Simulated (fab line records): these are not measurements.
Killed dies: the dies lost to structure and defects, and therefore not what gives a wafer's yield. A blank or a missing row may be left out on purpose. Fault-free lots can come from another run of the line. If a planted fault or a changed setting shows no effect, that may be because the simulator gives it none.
The tool behind it: which one? | flow sky130 | at 1 step of a route of 708, 6 lots with 18 wafers sampled

## WHAT THE GAUGES READ, wafer by wafer
SKY_RES_XHIGH_TW_MEAS_09.
lot  | measured     | on           | RES_XHIGH_TW
L219 | day 27 13:44 | filmMetro-01 | 1654 1664 1653
L222 | day 28 01:32 | filmMetro-01 | 1647 1661 1651
L225 | day 29 10:08 | filmMetro-02 | 1653 1651 1658
L231 | day 31 13:11 | filmMetro-03 | 1621 1629 1624
L233 | day 31 22:38 | filmMetro-03 | 1628 1631 1624
L235 | day 32 19:30 | filmMetro-03 | 1625 1629 1628

## WHAT TOOL EACH LOT RAN ON (gives the tool, then ch and the chambers of the sampled wafers, and finally the start)
The record holds no process step before these readings.

## THE ANSWER, worked out from the rows above alone
Rule: what is usual is taken from the lots themselves. Put in order of their means at a reading, lots are off if they are a third of the lots or fewer, leave a main group of 4 or more, and stand apart from it by a gap of 3 or more times the standard deviation of the main group's means; of several such gaps the widest counts. A main group is skipped when, at the precision printed for the reading in the tables above, its means are all equal. A lot without any number at a reading at which 4 lots or more have one is off too. Where the step has rows for the other lots, those lots are counted as sound.
No lot is off on any of the readings shown, so nothing can be concluded from this.

## WHAT THE SIMULATOR PUT IN
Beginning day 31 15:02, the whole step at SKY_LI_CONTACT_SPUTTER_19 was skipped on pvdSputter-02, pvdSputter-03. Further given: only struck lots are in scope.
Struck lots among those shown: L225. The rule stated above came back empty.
